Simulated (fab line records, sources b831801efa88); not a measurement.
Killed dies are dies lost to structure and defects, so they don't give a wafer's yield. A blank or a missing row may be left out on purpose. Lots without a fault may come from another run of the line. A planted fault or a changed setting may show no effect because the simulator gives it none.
Problem report in the 8D (eight disciplines) form, filled by code | flow sky130 | the parts of the form that need people (team, actions taken, sign-off) are left out

1. THE PROBLEM
CAPM_TIN_RS at SKY_CAPM_RS_MEAS_03 reads a mean of 6.23 ohm/sq on 1 wafer of 1 lot; wafers without a fault read 6.93 ohm/sq with a standard deviation of 0.089. That is -7.9 standard deviations from the usual mean.
The step: measures by four-point-probe.
First seen on wafer L538.5, day 40 15:29, on film_metro-01. The record holds 36 wafers of 12 lots with a number at this step. Rule for "out", or "out of limits": more than 4 standard deviations from the usual mean. The other wafers with a number count as sound.

2. WHAT IT IS AND WHAT IT IS NOT
question                    | is                | is not
which readings at this step | CAPM_TIN_RS       | -
which lots                  | L538              | L526, L527, L528, L530, L531, L533, L534, L535, L542, L545, L548
which wafers of those lots  | L538.5            | L538.4, L538.6
read on which gauges        | film_metro-01     | film_metro-03, film_metro-04
when                        | from day 40 15:29 | up to then (26 sound wafers); but 9 sound wafers of L542, L545, L548 came after

3. SUSPECTS, AND WHAT RULES EACH OUT
Counting: a tool at a process step up to the reading stays a suspect if it ran every lot that is out. Sound lots after the first of them don't rule it out here, since some wafers of a struck lot are sound.
- the gauge at SKY_CAPM_RS_MEAS_03: ruled out. All the wafers that are out were read on film_metro-01, but those of them that SKY_CAPM_SPUTTER_02 has rows for are out there too, on other tools.
- pvd_sputter-01 at SKY_CAPM_SPUTTER_02 (material TiN, target thk 200 nm, time 166.7 s): kept. It ran the lot that is out, L538 (day 40 15:19); its last sound lot up to then is L535 (day 39 15:27). Its own readings are out on those wafers: cathode_dc_power_W.
Left after counting: pvd_sputter-01 at SKY_CAPM_SPUTTER_02.

4. THE CAUSE (what the simulator had put in)
Process parameter drift: pvd_sputter-01, from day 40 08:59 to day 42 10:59, at SKY_CAPM_SPUTTER_02. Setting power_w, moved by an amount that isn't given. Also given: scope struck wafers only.
Counting left only this tool.

5. THE CHAIN OF EFFECTS, in route order
Each row: a reading whose mean over the struck wafers that have a number lies more than 3 standard deviations from the usual. Only readings for which the record gives a usual standard deviation are gone through. hours: the time from each lot's start at the first step in this table that gives one to its start at this step, as a median over the lots. sigmas: the change in usual standard deviations.
hours | step                   | reading            | usual       | on struck wafers | change | sigmas
0     | SKY_CAPM_SPUTTER_02    | cathode_dc_power_W | 6499.9 W    | 7150.6           | +650.7 | +99 or more
0     | SKY_CAPM_RS_MEAS_03    | CAPM_TIN_RS        | 6.93 ohm/sq | 6.23             | -0.70  | -7.9
2     | SKY_CAPM_THK_MEAS_04   | CAPM_TIN_THK       | 201.8 nm    | 224.9            | +23.1  | +8.6
24    | SKY_CAPM_METAL_ETCH_13 | oes_product_au     | 0.940 a.u.  | 1.005            | +0.065 | +7.6
206   | SKY_PAD_OPEN_PROBE_99  | killed_at_other    | 0.2         | 2.0              | +1.8   | +4.0
The process steps in it:
- SKY_CAPM_SPUTTER_02: material TiN, target thk 200 nm, time 166.7 s.
- SKY_CAPM_METAL_ETCH_13: etches TiN in Cl2/BCl3, stops on SiO2, target depth 220 nm, time 62.9 s.
- SKY_PAD_OPEN_PROBE_99

6. WHAT WOULD HAVE CAUGHT IT SOONER
In this record the first reading out of limits at a measuring or inspecting step was taken at day 40 15:29, 6 hours after the fault began at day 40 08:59.
The tool's own readings at SKY_CAPM_SPUTTER_02 were out on every struck wafer that the step has a row for (cathode_dc_power_W): an alarm limit on them would have fired on the first of those.
All the lots that are out (1) had begun SKY_CAPM_SPUTTER_02 on pvd_sputter-01 by day 40 15:29. A hold on the tool at that time would have spared none of them.
